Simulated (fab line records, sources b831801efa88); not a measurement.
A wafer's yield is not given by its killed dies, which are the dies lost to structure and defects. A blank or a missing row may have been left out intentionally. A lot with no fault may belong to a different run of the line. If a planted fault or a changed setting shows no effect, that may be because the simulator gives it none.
Which tool is to blame? -- flow sky130 -- Sampling: 14 lots, 42 wafers, 3 of 708 route steps

WHAT THE GAUGES READ, wafer by wafer
SKY_FIELD_ISO_THK_MEAS_02.
lot,measured,on,FIELD_ISO_OXIDATION_00_THK (nm)
L752,day 1 12:44,film metro-03,11.91 11.88 11.99
L754,day 1 22:21,film metro-01,11.80 11.85 11.82
L755,day 2 05:31,film metro-04,12.28 12.21 12.08
L756,day 2 08:32,film metro-03,12.47 12.50 12.73
L757,day 2 14:16,film metro-03,12.10 11.80 11.99
L759,day 2 23:33,film metro-01,12.37 12.61 12.50
L760,day 3 03:38,film metro-03,12.29 12.12 12.49
L761,day 3 09:13,film metro-03,11.80 11.79 11.65
L765,day 4 05:17,film metro-01,12.31 12.34 12.30
L769,day 5 02:34,film metro-04,12.41 12.43 12.16
L771,day 5 12:11,film metro-01,11.85 11.67 11.84
L772,day 5 17:43,film metro-01,12.26 12.07 12.26
L773,day 5 20:44,film metro-01,11.93 12.05 12.01
L774,day 6 02:22,film metro-01,12.24 12.23 12.26

SKY_FIELD_ISO_THK_MEAS_25.
lot,measured,on,FIELD_ISO_CVD_24_THK (nm)
L752,day 2 08:51,film metro-04,604 595 593
L754,day 2 17:19,film metro-04,599 599 606
L755,day 3 01:48,film metro-01,600 598 604
L756,day 3 04:56,film metro-01,590 592 587
L757,day 3 10:13,film metro-04,592 607 604
L759,day 3 20:41,film metro-03,599 600 595
L760,day 4 01:08,film metro-01,594 595 598
L761,day 4 05:07,film metro-04,590 594 594
L765,day 5 04:33,film metro-04,598 598 599
L769,day 6 01:57,film metro-03,592 596 590
L771,day 6 10:43,film metro-03,608 605 596
L772,day 6 17:17,film metro-04,600 595 602
L773,day 6 20:51,film metro-04,599 597 597
L774,day 7 04:33,film metro-01,602 599 599

SKY_NWELL_OVL_MEAS_10.
lot,measured,on,NWELL_00_OVL (nm)
L752,day 4 15:30,overlay-02,3.2 0.1 1.2
L754,day 5 01:04,overlay-01,0.2 1.9 -1.4
L755,day 5 10:29,overlay-02,0.4 -0.8 0.9
L756,day 5 14:59,overlay-01,0.6 -0.5 0.0
L757,day 5 20:14,overlay-02,-1.5 -0.4 -1.0
L759,day 6 09:58,overlay-01,1.5 0.5 0.2
L760,day 6 12:24,overlay-01,-1.5 -1.6 -1.4
L761,day 6 17:02,overlay-02,-0.5 -1.4 -3.2
L765,day 7 20:30,overlay-02,-2.8 -1.3 -3.4
L769,day 8 18:23,overlay-01,-0.6 0.1 -0.8
L771,day 9 06:12,overlay-01,1.2 0.5 0.2
L772,day 9 11:36,overlay-01,-0.8 0.2 0.8
L773,day 9 16:53,overlay-02,-1.9 -2.7 -1.3
L774,day 10 00:46,overlay-02,-0.2 -0.5 2.2

EACH LOT AND THE TOOL THAT RAN IT (in order: tool; ch and the chambers of the sampled wafers; start)
Record: no process step prior to these readings.

WHAT THE TOOLS THEMSELVES READ (means of the sampled wafers that have a number; where no wafer has one, the mark that the record gives instead)
The record holds no such reading with a usual standard deviation.

THE ANSWER, worked out from the rows above alone
Rule: what is usual is taken from the lots themselves. Put in order of their means at a reading, lots are off if they are a third of the lots or fewer, leave a main group of 4 or more, and stand apart from it by a gap of 3 or more times the standard deviation of the main group's means; of several such gaps the widest counts. A main group is skipped when, at the precision printed for the reading in the tables above, its means are all equal. A lot without any number at a reading at which 4 lots or more have one is off too. Any other lot the step has rows for is counted as sound. After the gauges, taken in route order, come the tools' own readings; for these a lot's mean is taken, as printed above. The first step at which some lot is off is used, and at that step the reading that is off furthest; a lot without a number counts as furthest.
No lot is off at any reading shown: from this, nothing can be told.

WHAT WAS PUT IN BY THE SIMULATOR
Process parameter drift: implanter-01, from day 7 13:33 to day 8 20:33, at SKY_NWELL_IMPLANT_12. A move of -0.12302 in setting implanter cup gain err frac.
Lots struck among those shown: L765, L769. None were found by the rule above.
